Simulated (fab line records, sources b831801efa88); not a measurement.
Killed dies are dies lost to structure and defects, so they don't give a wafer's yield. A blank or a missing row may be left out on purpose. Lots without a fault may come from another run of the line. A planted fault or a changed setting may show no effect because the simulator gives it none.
Split-lot experiment | flow sfq_line | 5 lots, 23 wafers read, on a route of 325 steps

THE SPLIT
At SFQ_TRILAYER_M7_LITHO_PEB_180 (peb time 60 s), the setting peb_time_s was moved away from the recipe's 60 s on 8 of the 23 wafers read, by -6.8% to +6.6%. The other wafers ran this setting at the recipe's value.

FROM THE SPLIT TO THE READING: what the file shows between them, 1 step
- SFQ_TRILAYER_M7_LITHO_DEVELOP_179: time 60 s

THE READING
M7.cd_nm (the simulator's own value, which no gauge read), in nm, at SFQ_TRILAYER_M7_BARC_OPEN_METAL_ETCH_229 (etches BARC in O2, target depth 125 nm, time 41.7 s). The file gives no usual value for it. The 15 wafers here that ran the recipe average 499.5 nm, standard deviation 1.1 nm.

wafer  | tool, chamber at the split | peb_time_s as run, s | against the recipe | M7.cd_nm, nm | against lot-mates on the recipe
L075.1 | litho_track-03, 0          | 55.94                | -6.8%              | 508.4        | +9.6
L075.2 | litho_track-03, 0          | 60                   | recipe             | 499.3        | -
L075.3 | litho_track-03, 0          | 55.94                | -6.8%              | 507.4        | +8.6
L075.5 | litho_track-03, 0          | 60                   | recipe             | 498.3        | -
L075.6 | litho_track-03, 0          | 60                   | recipe             | 498.8        | -
L077.1 | litho_track-03, 0          | 62.37                | +3.9%              | 490.8        | -6.5
L077.2 | litho_track-03, 0          | 60                   | recipe             | 496.6        | -
L077.4 | litho_track-03, 0          | 62.37                | +3.9%              | 492.3        | -5.0
L077.5 | litho_track-03, 0          | 62.37                | +3.9%              | 492.2        | -5.1
L077.6 | litho_track-03, 0          | 60                   | recipe             | 498          | -
L079.2 | litho_track-02, 0          | 60                   | recipe             | 500.2        | -
L079.4 | litho_track-02, 0          | 60                   | recipe             | 500.5        | -
L079.5 | litho_track-02, 0          | 60                   | recipe             | 499.7        | -
L083.1 | litho_track-04, 0          | 60                   | recipe             | 499.8        | -
L083.2 | litho_track-04, 0          | 63.96                | +6.6%              | 492          | -7.9
L083.3 | litho_track-04, 0          | 63.96                | +6.6%              | 490.3        | -9.6
L083.4 | litho_track-04, 0          | 63.96                | +6.6%              | 492.9        | -7.0
L083.6 | litho_track-04, 0          | 60                   | recipe             | 500          | -
L084.1 | litho_track-03, 0          | 60                   | recipe             | 499.8        | -
L084.2 | litho_track-03, 0          | 60                   | recipe             | 499          | -
L084.3 | litho_track-03, 0          | 60                   | recipe             | 500.8        | -
L084.4 | litho_track-03, 0          | 60                   | recipe             | 500.8        | -
L084.5 | litho_track-03, 0          | 60                   | recipe             | 500.7        | -

THE FIT
A straight line over all 23 wafers: M7.cd_nm changes by -1.32 nm for each +1% of peb_time_s; r = -0.95; the points scatter about the line by 1.5 nm.
The same after taking each lot's own level away (the mean of its wafers on the recipe; 23 wafers): -1.3 nm for each +1%; r = -0.99; scatter 0.72 nm.
On that fit, the largest move of peb_time_s shifts the reading by 8.8 nm.
The lots' own levels span 497.30 to 500.22 nm, that is 2.6 times the standard deviation above.
So the lot-to-lot level changes the slope little: the two slopes agree.
Check: with one of the wafers moved furthest among these (-6.8%) left out of the fit, the line predicts +8.59 nm for it against its lot-mates. It came out at +9.6 nm against them.

OTHER SPLITS ON THESE WAFERS
These wafers also went through other splits before the reading. Each is held against what the fit with the lots' levels taken away leaves over:
other split on the same wafers                    | wafers away from the commonest value | r with M7.cd_nm (lot level and that fit taken away)
SFQ_TRILAYER_I6_VIA_LITHO_COAT_174 spin_rpm       | 9                                    | +0.13
SFQ_TRILAYER_I6_VIA_BARC_OPEN_VIA_ETCH_235 bias_w | 10                                   | -0.12
SFQ_TRILAYER_M7_LITHO_COAT_182 resist_thk_nm      | 4                                    | +0.01

THE FILE'S OWN FIT
M7.cd_nm changes by -1.31 nm for each +1% of peb_time_s, r = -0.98.
